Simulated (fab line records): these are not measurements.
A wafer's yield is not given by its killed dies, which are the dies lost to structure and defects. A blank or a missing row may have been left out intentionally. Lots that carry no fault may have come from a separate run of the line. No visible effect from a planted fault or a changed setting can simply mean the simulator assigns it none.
The tool behind it: which one?    flow sky130    30 wafers from 10 lots sampled at 5 of the route's 708 steps

## WHAT THE GAUGES SHOWED, per wafer
SKY_METAL2_RS_MEAS_05: measures by four-point-probe.
lot   measured      on             METAL2_ALCU_RS (ohm/sq)
L281  day 35 01:18  film_metro-01  0.1255 0.1251 0.1252 0.1255 0.1251 0.1253
L282  day 35 13:53  film_metro-03  0.1251 0.1250 0.1257 0.1253 0.1252 0.1258
L284  day 35 18:58  film_metro-03  0.1256 0.1243 0.1252 0.1257 0.1241 0.1251
L287  day 37 04:07  film_metro-03  0.1240 0.1246 0.1245
L290  day 37 23:04  film_metro-01  0.1287 0.1275 0.1284
L292  day 38 11:50  film_metro-03  0.1242 0.1244 0.1243
L291  day 39 03:46  film_metro-01  0.1270 0.1274 0.1269
L295  day 39 05:56  film_metro-01  0.1271 0.1258 0.1270
L296  day 39 10:08  film_metro-01  0.1282 0.1284 0.1282
L299  day 40 09:15  film_metro-01  0.1259 0.1271 0.1255

## TOOL THAT RAN EACH LOT (tool first, then ch and the chambers of the sampled wafers, then the start)
lot   SKY_METAL1_DESCUM_17               SKY_METAL1_ETCH_18                 SKY_METAL2_SPUTTER_00         SKY_METAL2_SPUTTER_02
L281  rie_metal-04 ch 0,1, day 33 19:08  rie_metal-04 ch 0,1, day 33 19:10  pvd_sputter-02, day 35 01:08  pvd_sputter-02, day 35 01:11
L282  rie_metal-01 ch 0,1, day 34 08:29  rie_metal-01 ch 0,1, day 34 08:31  pvd_sputter-02, day 35 13:44  pvd_sputter-02, day 35 13:47
L284  rie_metal-04 ch 0,1, day 34 13:47  rie_metal-04 ch 0,1, day 34 13:50  pvd_sputter-02, day 35 18:47  pvd_sputter-02, day 35 18:49
L287  rie_metal-04 ch 0,1, day 35 23:06  rie_metal-04 ch 0,1, day 35 23:08  pvd_sputter-02, day 37 03:57  pvd_sputter-02, day 37 03:59
L290  rie_metal-01 ch 0,1, day 36 17:44  rie_metal-01 ch 0,1, day 36 17:46  pvd_sputter-01, day 37 22:55  pvd_sputter-01, day 37 22:58
L292  rie_metal-04 ch 0,1, day 37 07:32  rie_metal-04 ch 0,1, day 37 07:34  pvd_sputter-02, day 38 11:42  pvd_sputter-02, day 38 11:45
L291  rie_metal-01 ch 0,1, day 37 22:50  rie_metal-01 ch 0,1, day 37 22:52  pvd_sputter-02, day 39 03:37  pvd_sputter-02, day 39 03:40
L295  rie_metal-02 ch 0, day 38 01:44    rie_metal-02 ch 0, day 38 01:49    pvd_sputter-02, day 39 05:47  pvd_sputter-02, day 39 05:50
L296  rie_metal-01 ch 0,1, day 38 06:27  rie_metal-01 ch 0,1, day 38 06:29  pvd_sputter-03, day 39 09:56  pvd_sputter-03, day 39 09:59
L299  rie_metal-04 ch 0,1, day 39 05:38  rie_metal-04 ch 0,1, day 39 05:41  pvd_sputter-02, day 40 09:03  pvd_sputter-02, day 40 09:06
- SKY_METAL1_DESCUM_17: chemistry O2, time 8 s.
- SKY_METAL1_ETCH_18: etches BARC in N2/H2, stops on SiO2, time 45.9 s, target depth 60 nm.
- SKY_METAL2_SPUTTER_00: material Ti, target thk 15 nm, time 10 s.
- SKY_METAL2_SPUTTER_02: material AlCu, target thk 250 nm, time 13.3 s.

## AS READ BY THE TOOLS THEMSELVES (means over the sampled wafers that have a number; for cases with no such wafer, the mark the record gives instead)
SKY_METAL1_DESCUM_17.
lot   tool          drypump_motor_current_A (A)  oes_product_au (a.u.)  rf_fwd_power_W (W)
L281  rie_metal-04  5.2                          0.994                  145.8
L282  rie_metal-01  6.0                          1.007                  147.1
L284  rie_metal-04  5.1                          1.004                  145.9
L287  rie_metal-04  5.2                          0.999                  146.4
L290  rie_metal-01  6.0                          0.994                  146.8
L292  rie_metal-04  5.2                          0.996                  146.2
L291  rie_metal-01  6.0                          0.998                  147.6
L295  rie_metal-02  5.6                          1.003                  146.2
L296  rie_metal-01  6.0                          1.004                  147.5
L299  rie_metal-04  5.2                          0.997                  146.4

SKY_METAL1_ETCH_18.
lot   tool          bias_w (W)  drypump_motor_current_A (A)  oes_product_au (a.u.)  rf_fwd_power_W (W)  throttle_valve_pct (%)
L281  rie_metal-04  99.5        5.2                          0.852                  491.2               13.223
L282  rie_metal-01  100.0       6.0                          0.852                  494.1               13.218
L284  rie_metal-04  99.9        5.1                          0.854                  490.9               13.226
L287  rie_metal-04  99.9        5.2                          0.857                  491.9               13.233
L290  rie_metal-01  99.6        6.0                          0.857                  495.5               13.221
L292  rie_metal-04  100.0       5.2                          0.852                  492.8               13.234
L291  rie_metal-01  99.8        6.1                          0.863                  496.8               13.226
L295  rie_metal-02  100.0       5.6                          0.850                  494.0               13.230
L296  rie_metal-01  100.4       6.1                          0.859                  495.7               13.222
L299  rie_metal-04  100.4       5.2                          0.849                  492.7               13.220

SKY_METAL2_SPUTTER_00.
lot   tool            cathode_dc_power_W (W)  chamber_pressure_pa (Pa)  throttle_valve_pct (%)
L281  pvd_sputter-02  -                       -                         -
L282  pvd_sputter-02  -                       -                         -
L284  pvd_sputter-02  -                       -                         -
L287  pvd_sputter-02  3000.2                  0.4008                    30.4
L290  pvd_sputter-01  3000.3                  0.4003                    29.9
L292  pvd_sputter-02  3000.6                  0.3991                    30.0
L291  pvd_sputter-02  2999.2                  0.4000                    30.5
L295  pvd_sputter-02  3000.1                  0.3996                    30.2
L296  pvd_sputter-03  3000.0                  0.3997                    29.8
L299  pvd_sputter-02  2999.7                  0.4000                    29.7

SKY_METAL2_SPUTTER_02.
lot   tool            cathode_dc_power_W (W)  chamber_pressure_pa (Pa)  throttle_valve_pct (%)
L281  pvd_sputter-02  10601                   0.3999                    29.9
L282  pvd_sputter-02  10600                   0.3998                    30.6
L284  pvd_sputter-02  10601                   0.3999                    28.9
L287  pvd_sputter-02  10601                   0.4005                    30.5
L290  pvd_sputter-01  10600                   0.4005                    29.8
L292  pvd_sputter-02  10600                   0.3995                    29.6
L291  pvd_sputter-02  10601                   0.3990                    30.4
L295  pvd_sputter-02  10600                   0.4000                    30.3
L296  pvd_sputter-03  10601                   0.4005                    30.0
L299  pvd_sputter-02  10602                   0.3998                    29.7

## THE ANSWER, worked out from the rows above alone
Rule: the lots themselves supply what counts as usual. Put in order of their means at a reading, lots are off if they are a third of the lots or fewer, leave a main group of 4 or more, and stand apart from it by a gap of 3 or more times the standard deviation of the main group's means; of several such gaps the widest counts. The tables above print the reading to a certain number of digits; a main group whose means all agree to those digits is not used. A lot without any number at a reading at which 4 lots or more have one is off too. All remaining lots with rows at the step are treated as sound. First the gauges in route order, then the tools' own readings, where a lot's mean is used as printed above. The first step at which some lot is off is used, and at that step the reading that is off furthest; a lot without a number counts as furthest.
Off at SKY_METAL2_SPUTTER_00 (cathode_dc_power_W): L281, L282, L284. Without a number there: L281, L282, L284. Mean 3000.0 W and standard deviation 0.42 in the main group.
A tool fits if, at that step or a process step before it, it ran every lot that is off, and no sound lot after the first of them. Of those tried, none fits.

## WHAT THE SIMULATOR HAD INSERTED
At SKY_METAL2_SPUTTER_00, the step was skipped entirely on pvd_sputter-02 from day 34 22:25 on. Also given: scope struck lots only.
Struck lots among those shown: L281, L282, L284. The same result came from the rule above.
